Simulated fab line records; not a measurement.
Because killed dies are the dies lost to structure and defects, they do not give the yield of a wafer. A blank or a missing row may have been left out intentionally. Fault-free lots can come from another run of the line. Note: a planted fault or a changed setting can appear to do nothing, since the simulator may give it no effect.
Matching of chambers -- flow gf180mcu -- 4 sister chambers for GF_CONTACT_CMP_27 on cmp-02
The step polishes, stops on SiO2, t overpolish 15 s, target thk 0 nm. 4 wafers are shown with their chamber, then 7 later ones without.

WAFERS WITH THEIR CHAMBER
wafer,chamber,motor-current-A (A)
L603.2,3,10.4
L606.3,2,9.7
L608.5,1,12.7
L613.2,0,11.6

WAFERS WITH NO CHAMBER GIVEN
wafer,motor-current-A (A)
L613.4,10.8
L613.5,13.1
L616.1,10.9
L616.5,10.6
L625.1,10.6
L625.2,10.7
L625.4,12.8

CHAMBER TAKEN BY EACH
wafer,from the rows above,in truth
L613.4,can't be placed: 3 or 0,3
L613.5,1,1
L616.1,can't be placed: 3 or 0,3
L616.5,3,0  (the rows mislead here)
L625.1,3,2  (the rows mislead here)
L625.2,can't be placed: 3 or 0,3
L625.4,1,1
Correctly placed: 2 of 7. Cannot be placed on the basis of these rows: 3; the candidates contain the true chamber in 3. Placed wrongly: 2.
How it was worked out, from the rows above alone: a wafer's distance from a chamber is the root of the sum, over the readings, of the square of ((its reading less the chamber's mean) divided by the reading's scatter). The wafer belongs to the nearest chamber; if the next one is less than 2 further off, it can't be placed. A chamber's mean is the mean of its shown wafers. The scatter: root of mean squared gap, hidden wafer to nearest shown wafer, with one shown wafer a chamber.
